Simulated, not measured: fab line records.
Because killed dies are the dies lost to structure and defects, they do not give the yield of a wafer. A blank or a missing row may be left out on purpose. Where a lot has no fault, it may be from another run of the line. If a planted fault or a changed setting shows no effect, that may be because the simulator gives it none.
Chamber matching + flow gf180mcu + 4 sister chambers for GF_V5_CMP_04 on cmp-01
The step polishes SiO2. 14 wafers are shown with their chamber, then 7 later ones without.

== WAFERS WITH THEIR CHAMBER ==
| wafer  | chamber | motor current A (A) | slurry filter dp kPa (kPa) |
|--------|---------|---------------------|----------------------------|
| L721.4 | 0       | 11.4                | 13.50                      |
| L721.5 | 3       | 15.3                | 13.66                      |
| L721.6 | 0       | 11.6                | 13.30                      |
| L722.1 | 3       | 15.5                | 13.54                      |
| L722.2 | 0       | 11.7                | 13.72                      |
| L722.5 | 2       | 14.6                | 13.62                      |
| L723.1 | 1       | 10.7                | 13.64                      |
| L723.4 | 0       | 11.8                | 13.36                      |
| L723.6 | 2       | 14.4                | 13.50                      |
| L725.2 | 1       | 10.7                | 13.45                      |
| L725.3 | 3       | 14.7                | 13.53                      |
| L725.5 | 0       | 11.0                | 13.64                      |
| L736.1 | 3       | 14.9                | 13.44                      |
| L736.2 | 2       | 14.2                | 13.51                      |

SIGNATURES (averages over the wafers above)
| reading              | chamber 0 | chamber 1 | chamber 2 | chamber 3 | scatter within a chamber |
|----------------------|-----------|-----------|-----------|-----------|--------------------------|
| motor current A      | 11.500    | 10.700    | 14.400    | 15.100    | 0.297                    |
| slurry filter dp kPa | 13.5040   | 13.5450   | 13.5433   | 13.5425   | 0.134                    |
Rule: a wafer lies at a distance from a chamber equal to the root of the sum of squares, over the readings, of (its reading less the chamber's mean, divided by the reading's scatter). If the next closest chamber is less than 2 further off than the closest, the wafer can't be placed; otherwise it belongs to the closest. The scatter is the square root of a quotient: the sum, over the shown wafers, of each reading's squared deviation from its chamber's mean, divided by wafers minus chambers.

== WAFERS WITHOUT THEIR CHAMBER ==
| wafer  | motor current A (A) | slurry filter dp kPa (kPa) |
|--------|---------------------|----------------------------|
| L736.3 | 11.5                | 13.56                      |
| L739.1 | 11.3                | 13.53                      |
| L739.3 | 11.1                | 13.36                      |
| L739.5 | 15.0                | 13.62                      |
| L741.1 | 11.3                | 13.63                      |
| L741.2 | 14.3                | 13.62                      |
| L741.6 | 11.8                | 13.36                      |

== CHAMBER TAKEN BY EACH ==
| wafer  | from the rows above     | in truth                   |
|--------|-------------------------|----------------------------|
| L736.3 | 0                       | 0                          |
| L739.1 | can't be placed: 0 or 1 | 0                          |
| L739.3 | can't be placed: 0 or 1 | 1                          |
| L739.5 | can't be placed: 3 or 2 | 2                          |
| L741.1 | can't be placed: 0 or 1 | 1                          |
| L741.2 | 2                       | 2                          |
| L741.6 | 0                       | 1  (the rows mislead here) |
Correctly placed: 2 of 7. Cannot be placed on the basis of these rows: 4; the candidates contain the true chamber in 4. Wrongly placed: 1.
